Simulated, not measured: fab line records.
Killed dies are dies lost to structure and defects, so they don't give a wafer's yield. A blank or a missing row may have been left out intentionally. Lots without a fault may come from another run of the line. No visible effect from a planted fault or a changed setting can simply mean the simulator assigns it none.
fab line records	flow sky130
[record] lots = 12	wafers = 34	lastDay = 50
route steps=708 shown CAP2M@603 VIA4@639 PAD_OPEN@708
lots that met no fault: from a run of the same line without faults
startH: hours from the record's first day to the start of the lot's first wafer shown	waitH: hours since the lot's step before	" unchanged from the row above	L1.1+2: several wafers, shown together as one row	- no value, or no start given	* or withheld: withheld	< > ~ a bound
route shown NAME@n: names a module that has steps shown in the file, with the first one's number in the route	usual: mean/standard deviation of fault-free wafers	same: alike in all rows	chamber/n: place in a boat	sites: readings site by site	_std_site: the values' standard deviation	_edge_site: outer sites' mean less inner sites'	radiusMm: how far each site lies from the wafer's centre	mask NAME#n: copy n	behind: the last tool/chamber to shape the wafer	hold: reason for holding the lot/hours on hold/outcome of the hold	device: the transistor (n, p or np) that didn't switch	end of line: the route-end tests of the same wafers	for a step that has no rows: nothing shown but its recipe	killed: count of dies lost to structure and defects at first sort (not the wafer's yield)	map: a wafer's dies, marking killed ones x, the rest . and places with no die _
set.NAME: setting as actually run; set.NAME@STEP: the setting as run at that earlier step	model.NAME: the simulator's own value behind a step, which no gauge read
the route's steps for a sample of lots (tables are steps, rows are wafers)
services: when a tool's chamber went out of use (startH, in hours from the record's first day, below 0 if earlier), for how many hours, and the reason
[[steps]]
[step SKY_CAP2M_CVD_00]
[recipe] material = SiO2	targetThkNm = 15.5	tempC = 400	timeS = withheld	rfW = 450
[usual] heaterPowerW = 784/120
lot.wafer	tool	chamber	startH	waitH	heaterPowerW
L191.1	pecvd-03	2	921.16	0.0	871
L191.2	"	1	"	"	761
L191.3	"	0	"	"	813
L192.1	pecvd-01	2	932.99	0.0	831
L192.2	"	1	"	"	892
L192.6	"	1	"	"	887
L194.1	pecvd-03	0	967.87	0.0	843
L194.3	"	1	"	"	736
L194.6	"	0	"	"	851
L193.2	pecvd-04	0	970.01	0.0	1013
L193.3	"	1	"	"	670
L193.5	"	0	"	"	1021
L196.2	pecvd-03	0	971.08	0.0	735
L196.3	"	2	"	"	859
L196.4	"	0	"	"	734
L197.1	pecvd-01	2	973.62	0.0	761
L197.2	"	0	"	"	690
L197.4	"	2	"	"	779
L205.4	pecvd-03	1	1025.78	0.0	680
L205.5	"	2	"	"	749
L205.6	"	0	"	"	793
L210.1	pecvd-04	0	1062.40	0.0	898
L210.2	"	1	"	"	700
L212.2	pecvd-04	2	1068.10	0.0	587
L212.5	"	1	"	"	708
L212.6	"	0	"	"	952
L211.5	pecvd-03	2	1069.32	0.0	815
L211.6	"	1	"	"	721
L213.1	pecvd-01	2	1071.88	0.0	738
L213.2	"	0	"	"	735
L213.5	"	2	"	"	746
L214.2	pecvd-01	1	1076.07	0.0	1105
L214.3	"	2	"	"	860
L214.5	"	1	"	"	1074
[step SKY_CAP2M_STRIP_14]
[recipe] chemistry = O2/N2	powerW = 1400	pressureMtorr = 1500	platenTempC = withheld	o2FlowSccm = 3000	n2FlowSccm = 300	overashFraction = 0.5
[usual] drypumpMotorCurrentA = 5.8/0.62	oesProductAu = 0.711/0.0044	stripTimeToEndpointS = 12.63/0.05
lot.wafer	tool	chamber	startH	waitH	drypumpMotorCurrentA	oesProductAu	rfHoursCounterH	stripTimeToEndpointS
L191.1	plasmaAsher-01	0	945.49	0.1	5.3	0.712	19	12.63
L191.2	"	1	"	"	6.6	0.712	19	12.57
L191.3	"	0	"	"	5.3	0.715	-	12.60
L192.1	plasmaAsher-01	0	957.19	0.1	5.3	0.709	20	12.60
L192.2	"	1	"	"	6.6	0.708	20	12.58
L192.6	"	0	"	"	5.3	0.719	-	12.61
L194.1	plasmaAsher-02	0	992.04	0.1	6.0	0.708	55	12.64
L194.3	"	0	"	"	6.1	0.707	-	12.63
L194.6	"	0	"	"	6.1	0.712	-	12.71
L193.2	plasmaAsher-01	1	993.24	0.1	6.5	0.712	24	12.55
L193.3	"	0	"	"	5.3	0.714	-	12.52
L193.5	"	0	"	"	5.3	0.714	-	12.51
L196.2	plasmaAsher-03	1	994.85	0.1	6.6	0.709	86	12.67
L196.3	"	1	"	"	6.5	0.710	-	12.67
L196.4	"	0	"	"	5.2	0.714	-	12.67
L197.1	plasmaAsher-01	1	996.72	0.1	6.5	0.710	25	12.60
L197.2	"	0	"	"	5.3	0.707	25	12.62
L197.4	"	1	"	"	6.5	0.708	-	12.60
L205.4	plasmaAsher-01	0	1048.23	0.1	5.3	0.714	-	12.52
L205.5	"	1	"	"	6.6	0.711	-	12.63
L205.6	"	0	"	"	5.3	0.712	-	12.54
L210.1	plasmaAsher-02	1	1083.57	0.1	5.1	0.712	64	12.72
L210.2	"	0	"	"	6.0	0.707	64	12.70
L212.2	plasmaAsher-03	0	1089.34	0.1	5.2	0.713	96	12.63
L212.5	"	1	"	"	6.5	0.710	-	12.58
L212.6	"	0	"	"	5.2	0.710	-	12.64
L211.5	plasmaAsher-03	0	1090.52	0.1	5.2	0.707	-	12.57
L211.6	"	1	"	"	6.6	0.714	-	12.60
L213.1	plasmaAsher-03	0	1093.13	0.1	5.2	0.719	96	12.66
L213.2	"	1	"	"	6.6	0.714	96	12.67
L213.5	"	0	"	"	5.2	0.708	-	12.67
L214.2	plasmaAsher-03	0	1096.50	0.1	5.2	0.710	96	12.62
L214.3	"	0	"	"	5.2	0.711	-	12.62
L214.5	"	1	"	"	6.5	0.711	-	12.68
[step SKY_VIA4_HDPCVD_00]
[recipe] material = SiO2	targetThkNm = 1750	sigmaOpenFrac = 0.3	timeS = 291.7	tempC = 400	sih4FlowSccm = 60	pressureMtorr = 6
lot.wafer	tool	chamber	startH	waitH
L191.1+2+3	hdpcvd-02	2,0,1	971.82	0.0
L192.1+2+6	hdpcvd-01	1,0,1	982.42	0.0
L194.1+3+6	hdpcvd-01	1,0,0	1016.23	0.0
L193.2+3+5	hdpcvd-01	0,2,0	1017.53	0.0
L196.2+3+4	hdpcvd-01	2,1,0	1019.28	0.0
L197.1+2+4	hdpcvd-01	0,1,2	1021.26	0.0
L205.4+5+6	hdpcvd-02	1,0,2	1070.68	0.1
L210.1+2	hdpcvd-01	0,1	1106.22	0.0
L212.2+5+6	hdpcvd-01	0,0,2	1112.08	0.0
L211.5+6	hdpcvd-01	1,0	1113.31	0.1
L213.1+2+5	hdpcvd-02	0,2,2	1116.10	0.0
L214.2+3+5	hdpcvd-02	1,2,1	1118.53	0.0
[step SKY_VIA4_THK_MEAS_01]
[recipe] reads = SiO2_of_VIA4_HDPCVD_00
[usual] VIA4_HDPCVD_THK = 1746/18
lot.wafer	tool	chamber	startH	waitH	VIA4_HDPCVD_THK[nm]
L191.1	filmMetro-04	-	972.00	0.1	1755
L191.2	"	-	"	"	1759
L191.3	"	-	"	"	1765
L192.1	filmMetro-01	-	982.60	0.1	1754
L192.2	"	-	"	"	1759
L192.6	"	-	"	"	1758
L194.1	filmMetro-01	-	1016.41	0.1	1705
L194.3	"	-	"	"	1717
L194.6	"	-	"	"	1757
L193.2	filmMetro-01	-	1017.72	0.1	1726
L193.3	"	-	"	"	1751
L193.5	"	-	"	"	1752
L196.2	filmMetro-04	-	1019.47	0.1	1718
L196.3	"	-	"	"	1736
L196.4	"	-	"	"	1735
L197.1	filmMetro-01	-	1021.44	0.1	1743
L197.2	"	-	"	"	1749
L197.4	"	-	"	"	1709
L205.4	filmMetro-01	-	1070.80	0.0	1762
L205.5	"	-	"	"	1769
L205.6	"	-	"	"	1718
L210.1	filmMetro-01	-	1106.40	0.1	3279
L210.2	"	-	"	"	1748
L212.2	filmMetro-03	-	1112.27	0.1	1709
L212.5	"	-	"	"	3279
L212.6	"	-	"	"	1739
L211.5	filmMetro-04	-	1113.44	0.0	3305
L211.6	"	-	"	"	1745
L213.1	filmMetro-04	-	1116.28	0.1	1759
L213.2	"	-	"	"	1710
L213.5	"	-	"	"	1711
L214.2	filmMetro-03	-	1118.72	0.1	1751
L214.3	"	-	"	"	1761
L214.5	"	-	"	"	1749
[step SKY_VIA4_CMP_02]
[recipe] material = SiO2	downForcePsi = 4	platenRpm = 60	padVelocityMS = 0.94248
[usual] motorCurrentA = 12.0/1
lot.wafer	tool	chamber	startH	waitH	motorCurrentA
L191.2	cmp-01	2	972.61	0.6	11.5
L191.3	"	3	"	"	10.7
L191.1	"	0	"	"	11.0
L192.1	cmp-02	3	982.76	0.1	10.4
L192.2	"	0	"	"	12.2
L192.6	"	2	"	"	11.9
L194.1	cmp-02	1	1016.61	0.2	13.8
L194.3	"	2	"	"	11.9
L194.6	"	2	"	"	12.0
L193.3	cmp-02	3	1018.21	0.5	10.9
L193.2	"	0	"	"	12.3
L193.5	"	2	"	"	10.9
L196.3	cmp-02	2	1019.52	0.0	12.0
L196.2	"	0	"	"	12.5
L196.4	"	1	"	"	12.6
L197.4	cmp-01	0	1021.55	0.1	10.9
L197.2	"	1	"	"	13.2
L197.1	"	2	"	"	11.2
L205.4	cmp-01	2	1070.98	0.2	11.3
L205.5	"	3	"	"	10.8
L205.6	"	0	"	"	10.6
L210.2	cmp-01	0	1106.46	0.0	11.0
L210.1	"	3	"	"	11.4
L212.2	cmp-02	2	1112.42	0.1	11.9
L212.6	"	0	"	"	12.8
L212.5	"	1	"	"	13.6
L211.6	cmp-02	0	1113.66	0.2	12.2
L211.5	"	1	"	"	13.1
L213.1	cmp-02	3	1116.39	0.1	11.1
L213.2	"	1	"	"	13.7
L213.5	"	2	"	"	11.3
L214.3	cmp-02	1	1118.77	0.0	13.2
L214.2	"	0	"	"	12.3
L214.5	"	2	"	"	11.2
[step SKY_PAD_OPEN_PROBE_99]
[usual] defectLimitedYield = 82.7/2.1	killed_at_M0_to_M3 = 43/7.2	killed_at_M4_up = 3.3/1.8	killedAtContacts = 23/5.5	killedAtFrontEnd = 16/5.1	killedAtOther = 0.4/0.65	killedDies = 85/10	killedOpen = 46/7.1	killedShort = 38/7.2	sort_bin_3_pad_short = 0.9/0.41	sort_bin_5_function = 10.2/1.5	sort_bin_6_memory = 6.2/1.1	sortNPass = 407/10	sortYieldPct = 82.7/2.1
[same] grossDies = 492	killedAtBackSide = 0	sort_bin_4_leakage[%] = 0	sort_bin_8_speed[%] = 0
lot.wafer	tool	chamber	startH	waitH	defectLimitedYield[%]	killed_at_M0_to_M3	killed_at_M4_up	killedAtContacts	killedAtFrontEnd	killedAtOther	killedDies	killedOpen	killedShort	sort_bin_3_pad_short[%]	sort_bin_5_function[%]	sort_bin_6_memory[%]	sortNPass	sortYieldPct[%]
L192.1	prober-01	-	1076.48	0.1	82.1	46	2	21	19	0	88	42	46	1.2	8.5	8.1	404	82.1
L192.2	prober-01	-	1076.53	0.1	81.3	43	7	23	19	0	92	51	40	0.6	10.4	7.7	400	81.3
L192.6	prober-01	-	1076.73	0.2	84.3	30	8	18	21	0	77	34	40	1.4	9.1	5.1	415	84.3
L194.1	prober-02	-	1105.82	0.1	80.9	59	1	20	13	1	94	50	42	1.2	10.6	7.3	398	80.9
L194.3	prober-02	-	1105.92	0.2	81.3	50	2	21	18	1	92	51	41	1.2	10.8	6.7	400	81.3
L194.6	prober-02	-	1106.07	0.2	82.7	50	2	20	13	0	85	46	37	0.4	9.3	7.5	407	82.7
L193.2	prober-02	-	1108.16	0.1	76.8	48	8	41	17	0	114	59	55	1.0	14.6	7.5	378	76.8
L193.3	prober-02	-	1108.21	0.2	83.7	35	4	28	13	0	80	45	35	0.8	8.3	7.1	412	83.7
L193.5	prober-02	-	1108.31	0.2	83.9	36	4	24	15	0	79	45	34	1.4	9.3	5.3	413	83.9
L205.4	prober-01	-	1155.94	0.2	80.7	44	1	38	11	1	95	54	41	2.0	11.2	6.1	397	80.7
L205.5	prober-01	-	1155.99	0.2	82.1	44	3	24	16	1	88	47	41	0.8	10.0	7.1	404	82.1
L205.6	prober-01	-	1156.04	0.2	82.1	48	3	19	18	0	88	50	38	0.8	11.6	5.5	404	82.1
L210.1	prober-02	-	1183.05	0.1	81.9	51	1	23	14	0	89	56	33	0.2	11.0	6.9	403	81.9
L210.2	prober-02	-	1183.10	0.1	82.7	41	6	19	19	0	85	51	33	1.2	9.1	6.9	407	82.7
L214.2	prober-02	-	1193.18	0.1	80.7	42	1	32	19	1	95	56	38	1.2	11.8	6.3	397	80.7
L214.3	prober-02	-	1193.23	0.2	83.5	42	1	20	18	0	81	48	33	1.0	9.8	5.7	411	83.5
L214.5	prober-02	-	1193.33	0.2	84.3	33	6	21	17	0	77	37	40	0.6	9.1	5.9	415	84.3
// killed by level:class
L192.1 VIA2:geometricParticle:open=7 VIA1:geometricParticle:open=7 CONTACT:geometricParticle:open=6 VIA3:geometricParticle:short=6 METAL2:geometricParticle:short=5 VIA3:geometricParticle:open=5 FIELD_ISO:geometricParticle:open=4 LI_CONTACT:geometricParticle:open=4
L192.2 VIA2:geometricParticle:open=10 VIA1:geometricParticle:open=8 FIELD_ISO:geometricParticle:short=7 LOCAL_INTERCONNECT:geometricParticle:short=6 VIA3:geometricParticle:open=6 CONTACT:geometricParticle:open=5 LI_CONTACT:geometricParticle:open=5 METAL2:geometricParticle:short=5
L192.6 FIELD_ISO:geometricParticle:short=9 VIA1:geometricParticle:open=7 CONTACT:geometricParticle:open=6 FIELD_ISO:geometricParticle:open=5 LI_CONTACT:geometricParticle:open=4 METAL4:geometricParticle:short=4 CONTACT:geometricParticle:short=4 METAL1:geometricParticle:short=4
L194.1 VIA2:geometricParticle:open=13 VIA1:geometricParticle:short=10 VIA1:geometricParticle:open=9 LI_CONTACT:geometricParticle:open=7 METAL2:geometricParticle:short=6 VIA3:geometricParticle:open=6 POLY_GATE:geometricParticle:open=4 LOCAL_INTERCONNECT:geometricParticle:short=4
L194.3 VIA2:geometricParticle:open=10 VIA1:geometricParticle:open=9 METAL2:geometricParticle:short=9 METAL1:geometricParticle:short=6 LI_CONTACT:geometricParticle:open=6 FIELD_ISO:geometricParticle:open=5 POLY_GATE:geometricParticle:open=5 LI_CONTACT:geometricParticle:short=5
L194.6 VIA1:geometricParticle:open=10 VIA2:geometricParticle:open=10 CONTACT:geometricParticle:open=8 METAL1:geometricParticle:short=6 VIA1:geometricParticle:short=5 METAL2:geometricParticle:short=5 LI_CONTACT:geometricParticle:open=4 CONTACT:geometricParticle:short=4
L193.2 CONTACT:geometricParticle:open=14 LI_CONTACT:geometricParticle:open=12 CONTACT:geometricParticle:short=10 METAL1:geometricParticle:short=9 VIA1:geometricParticle:open=8 VIA2:geometricParticle:open=7 METAL2:geometricParticle:short=6 METAL4:geometricParticle:short=6
L193.3 CONTACT:geometricParticle:open=12 VIA1:geometricParticle:open=10 POLY_GATE:geometricParticle:short=6 LI_CONTACT:geometricParticle:open=6 VIA3:geometricParticle:open=6 VIA2:geometricParticle:open=5 LOCAL_INTERCONNECT:geometricParticle:short=4 CONTACT:geometricParticle:short=4
L193.5 CONTACT:geometricParticle:open=9 LI_CONTACT:geometricParticle:open=8 VIA2:geometricParticle:open=6 METAL2:geometricParticle:short=5 VIA3:geometricParticle:open=5 FIELD_ISO:geometricParticle:short=4 FIELD_ISO:geometricParticle:open=4 METAL1:geometricParticle:short=4
L205.4 CONTACT:geometricParticle:open=17 VIA1:geometricParticle:open=11 LI_CONTACT:geometricParticle:open=9 VIA3:geometricParticle:open=7 FIELD_ISO:geometricParticle:short=5 LOCAL_INTERCONNECT:geometricParticle:short=5 VIA2:geometricParticle:open=5 CONTACT:geometricParticle:short=4
L205.5 CONTACT:geometricParticle:open=12 VIA1:geometricParticle:open=8 VIA3:geometricParticle:open=8 VIA1:geometricParticle:short=6 LI_CONTACT:geometricParticle:open=6 METAL2:geometricParticle:short=6 POLY_GATE:geometricParticle:short=5 VIA2:geometricParticle:open=5
L205.6 VIA1:geometricParticle:open=17 METAL1:geometricParticle:short=7 METAL2:geometricParticle:short=7 VIA3:geometricParticle:open=7 CONTACT:geometricParticle:open=6 LI_CONTACT:geometricParticle:open=5 VIA1:geometricParticle:short=5 LOCAL_INTERCONNECT:geometricParticle:open=4
L210.1 VIA1:geometricParticle:open=13 CONTACT:geometricParticle:open=11 VIA3:geometricParticle:open=11 LI_CONTACT:geometricParticle:open=6 METAL1:geometricParticle:short=6 VIA2:geometricParticle:open=6 METAL2:geometricParticle:short=5 VIA2:geometricParticle:short=4
L210.2 VIA1:geometricParticle:open=11 CONTACT:geometricParticle:open=8 VIA3:geometricParticle:open=7 LI_CONTACT:geometricParticle:open=6 FIELD_ISO:geometricParticle:open=5 METAL4:geometricParticle:short=5 METAL3:geometricParticle:short=5 SPACER:geometricParticle:short=4
L214.2 CONTACT:geometricParticle:open=12 LI_CONTACT:geometricParticle:open=9 VIA1:geometricParticle:open=9 VIA3:geometricParticle:open=8 METAL1:geometricParticle:short=6 VIA1:geometricParticle:short=5 VIA2:geometricParticle:open=5 FIELD_ISO:geometricParticle:short=4
L214.3 VIA3:geometricParticle:open=9 VIA1:geometricParticle:open=8 FIELD_ISO:geometricParticle:open=6 LOCAL_INTERCONNECT:geometricParticle:short=5 CONTACT:geometricParticle:open=5 VIA2:geometricParticle:open=5 POLY_GATE:geometricParticle:open=4 LI_CONTACT:geometricParticle:open=4
L214.5 CONTACT:geometricParticle:open=11 VIA1:geometricParticle:open=7 VIA2:geometricParticle:open=7 METAL1:geometricParticle:short=6 FIELD_ISO:geometricParticle:open=5 METAL4:geometricParticle:short=5 FIELD_ISO:geometricParticle:short=4 LOCAL_INTERCONNECT:geometricParticle:short=4
[[services]]
tool	chamber	startH	hours	kind
hdpcvd-02	2	900.31	5.7	repair
pecvd-01	-	901.85	2.8	pm
cmp-01	-	907.10	2.2	repair
cmp-02	-	912.00	4.0	pm
plasmaAsher-02	-	918.88	0.4	repair
hdpcvd-01	-	928.18	0.8	repair
plasmaAsher-02	-	928.85	5.6	repair
plasmaAsher-01	-	947.24	0.9	repair
hdpcvd-02	-	950.25	15.0	pm
cmp-01	-	959.84	1.6	repair
pecvd-01	-	962.85	6.0	pm
cmp-02	-	970.62	6.7	pm
pecvd-01	-	977.50	5.2	repair
hdpcvd-02	-	979.15	14.6	pm
plasmaAsher-02	-	987.78	3.6	repair
hdpcvd-01	-	993.75	14.6	pm
cmp-01	-	1013.02	4.7	pm
pecvd-01	-	1014.12	1.7	repair
pecvd-01	1	1019.46	3.4	repair
cmp-02	-	1030.24	3.4	repair
hdpcvd-02	-	1076.93	2.8	pm
cmp-01	-	1084.00	4.0	pm
hdpcvd-02	2	1096.87	8.1	repair
cmp-01	-	1113.72	0.7	repair
[[key]]
[firstSign] step = SKY_VIA4_THK_MEAS_01	reading = VIA4_HDPCVD_THK	direction = up	sigmas = 87	usual = 1746	struck = 3287
effect none on later readings
metAt SKY_VIA4_HDPCVD_00
struckLots L210,L211,L212
struckWafers L210.1,L211.5,L212.5
notActingAt SKY_CAP2M_CVD_00,SKY_CAP2M_STRIP_14,SKY_VIA4_CMP_02
onsetBetween 1021.26 1106.22
[fault] kind = processParameterDrift	tool = hdpcvd-01	chamber = -	onsetH = 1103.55	steps = SKY_VIA4_HDPCVD_00	channel = targetThkNm	offset = 1545.1	shape = step	endH = 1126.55	scope = struckWafersOnly	actsIn = theseRecipesOnly	stated = 1750
